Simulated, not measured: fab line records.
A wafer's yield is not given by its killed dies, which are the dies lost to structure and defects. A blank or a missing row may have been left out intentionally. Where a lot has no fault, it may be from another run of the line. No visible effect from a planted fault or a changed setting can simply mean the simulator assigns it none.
The tool behind it: which one? / flow gf180mcu / Sampling: 12 lots, 36 wafers, 4 of 602 route steps

## WHAT THE GAUGES READ, wafer by wafer
GF_VT_IMPLANT_OVL_MEAS_18.
lot=L988; measured=day 6 13:43; on=overlay-02; VT_IMPLANT_01_OVL (nm)=1.0 1.0 0.2
lot=L989; measured=day 7 01:45; on=overlay-01; VT_IMPLANT_01_OVL (nm)=1.4 0.9 0.1
lot=L990; measured=day 7 02:03; on=overlay-02; VT_IMPLANT_01_OVL (nm)=0.5 0.5 -0.4
lot=L992; measured=day 7 17:42; on=overlay-02; VT_IMPLANT_01_OVL (nm)=0.8 0.5 0.4
lot=L993; measured=day 7 23:19; on=overlay-01; VT_IMPLANT_01_OVL (nm)=0.5 -1.2 -0.6
lot=L995; measured=day 8 13:34; on=overlay-01; VT_IMPLANT_01_OVL (nm)=-0.3 0.2 -0.7
lot=L997; measured=day 8 23:12; on=overlay-01; VT_IMPLANT_01_OVL (nm)=2.3 -0.5 -0.5
lot=L999; measured=day 9 13:58; on=overlay-01; VT_IMPLANT_01_OVL (nm)=-0.8 -1.0 -2.1
lot=L100; measured=day 9 17:38; on=overlay-01; VT_IMPLANT_01_OVL (nm)=-1.3 0.5 -1.4
lot=L101; measured=day 10 00:15; on=overlay-02; VT_IMPLANT_01_OVL (nm)=0.2 -0.6 -0.4
lot=L107; measured=day 11 14:41; on=overlay-01; VT_IMPLANT_01_OVL (nm)=- - -
lot=L110; measured=day 12 10:01; on=overlay-02; VT_IMPLANT_01_OVL (nm)=0.0 0.9 1.2

GF_VT_IMPLANT_TW_MEAS_21.
lot=L988; measured=day 6 14:00; on=filmMetro-02; VT_IMPLANT_2_TW=1228 1216 1226
lot=L989; measured=day 7 02:02; on=filmMetro-01; VT_IMPLANT_2_TW=1227 1226 1226
lot=L990; measured=day 7 02:20; on=filmMetro-02; VT_IMPLANT_2_TW=1212 1224 1221
lot=L992; measured=day 7 17:59; on=filmMetro-03; VT_IMPLANT_2_TW=1201 1200 1202
lot=L993; measured=day 7 23:37; on=filmMetro-03; VT_IMPLANT_2_TW=1200 1201 1205
lot=L995; measured=day 8 13:51; on=filmMetro-01; VT_IMPLANT_2_TW=1234 1239 1236
lot=L997; measured=day 8 23:29; on=filmMetro-03; VT_IMPLANT_2_TW=1197 1192 1193
lot=L999; measured=day 9 14:15; on=filmMetro-02; VT_IMPLANT_2_TW=1217 1218 1213
lot=L100; measured=day 9 17:56; on=filmMetro-01; VT_IMPLANT_2_TW=1223 1227 1224
lot=L101; measured=day 10 00:32; on=filmMetro-03; VT_IMPLANT_2_TW=1201 1201 1200
lot=L107; measured=day 11 14:59; on=filmMetro-01; VT_IMPLANT_2_TW=30 30 30
lot=L110; measured=day 12 10:18; on=filmMetro-02; VT_IMPLANT_2_TW=1213 1212 1208

GF_VT_IMPLANT_TW_MEAS_32.
lot=L988; measured=day 7 06:05; on=filmMetro-02; VT_IMPLANT_3_TW=269.6 268.7 270.4
lot=L989; measured=day 7 18:23; on=filmMetro-01; VT_IMPLANT_3_TW=272.1 271.0 271.5
lot=L990; measured=day 7 18:49; on=filmMetro-02; VT_IMPLANT_3_TW=268.8 269.5 269.8
lot=L992; measured=day 8 11:02; on=filmMetro-01; VT_IMPLANT_3_TW=273.5 274.5 273.2
lot=L993; measured=day 8 16:02; on=filmMetro-03; VT_IMPLANT_3_TW=265.9 263.9 265.4
lot=L995; measured=day 9 06:47; on=filmMetro-03; VT_IMPLANT_3_TW=266.0 265.8 266.0
lot=L997; measured=day 9 16:53; on=filmMetro-02; VT_IMPLANT_3_TW=270.3 268.2 268.7
lot=L999; measured=day 10 07:32; on=filmMetro-02; VT_IMPLANT_3_TW=266.3 268.8 268.6
lot=L100; measured=day 10 11:53; on=filmMetro-03; VT_IMPLANT_3_TW=266.0 267.1 266.3
lot=L101; measured=day 10 18:24; on=filmMetro-03; VT_IMPLANT_3_TW=267.4 266.7 264.5
lot=L107; measured=day 12 09:59; on=filmMetro-01; VT_IMPLANT_3_TW=1236.9 1234.4 1227.2
lot=L110; measured=day 13 02:39; on=filmMetro-02; VT_IMPLANT_3_TW=268.0 269.2 267.8

## WHICH TOOL RAN EACH LOT (tool, then ch and the chambers of the sampled wafers, then the start)
lot=L988; GF_VT_IMPLANT_EXPOSE_15=ilineStepper-01 ch 0, day 6 06:49
lot=L989; GF_VT_IMPLANT_EXPOSE_15=ilineStepper-02 ch 0, day 6 18:34
lot=L990; GF_VT_IMPLANT_EXPOSE_15=ilineStepper-01 ch 0, day 6 19:02
lot=L992; GF_VT_IMPLANT_EXPOSE_15=ilineStepper-01 ch 0, day 7 09:35
lot=L993; GF_VT_IMPLANT_EXPOSE_15=ilineStepper-02 ch 0, day 7 16:12
lot=L995; GF_VT_IMPLANT_EXPOSE_15=ilineStepper-02 ch 0, day 8 05:32
lot=L997; GF_VT_IMPLANT_EXPOSE_15=ilineStepper-02 ch 0, day 8 15:17
lot=L999; GF_VT_IMPLANT_EXPOSE_15=ilineStepper-02 ch 0, day 9 05:55
lot=L100; GF_VT_IMPLANT_EXPOSE_15=ilineStepper-02 ch 0, day 9 09:37
lot=L101; GF_VT_IMPLANT_EXPOSE_15=ilineStepper-01 ch 0, day 9 15:29
lot=L107; GF_VT_IMPLANT_EXPOSE_15=ilineStepper-01 ch 0, day 11 05:10
lot=L110; GF_VT_IMPLANT_EXPOSE_15=ilineStepper-01 ch 0, day 12 00:26
- GF_VT_IMPLANT_EXPOSE_15: exposes mask Nwell LV AREA, target cd 860 nm.

## AS READ BY THE TOOLS THEMSELVES (means over the sampled wafers that have a number; for cases with no such wafer, the mark the record gives instead)
The record holds no such reading with a usual standard deviation.

## THE ANSWER, worked out from the rows above alone
Rule: the usual values come from the lots themselves. The widest of any qualifying gaps counts: lots, ordered by their means at a reading, are off when they make up no more than a third of the lots, leave a main group of 4 or more, and stand apart from it by 3 or more times the standard deviation of that group's means. If all means in a main group match to the digits the tables above print for the reading, that group is not used. Also off: a lot with no number at a reading for which 4 or more lots have one. Any other lot the step has rows for is counted as sound. After the gauges, taken in route order, come the tools' own readings; for these a lot's mean is taken, as printed above. At the first step where some lot is off, the reading lying furthest off is the one used; lots without a number count as furthest.
Off: L107, at GF_VT_IMPLANT_OVL_MEAS_18 (VT_IMPLANT_01_OVL). Without a number there: L107. Main group: mean 0.0 nm, sd 0.66.
A tool fits if, at a process step before that reading, it ran every lot that is off, and no sound lot after the first of them. The gauges at GF_VT_IMPLANT_OVL_MEAS_18 aren't tried: what is off there is off at GF_VT_IMPLANT_TW_MEAS_21 too, on other tools, and a gauge's error can't cause that. Of those tried, none fits.

## WHAT THE SIMULATOR HAD INSERTED
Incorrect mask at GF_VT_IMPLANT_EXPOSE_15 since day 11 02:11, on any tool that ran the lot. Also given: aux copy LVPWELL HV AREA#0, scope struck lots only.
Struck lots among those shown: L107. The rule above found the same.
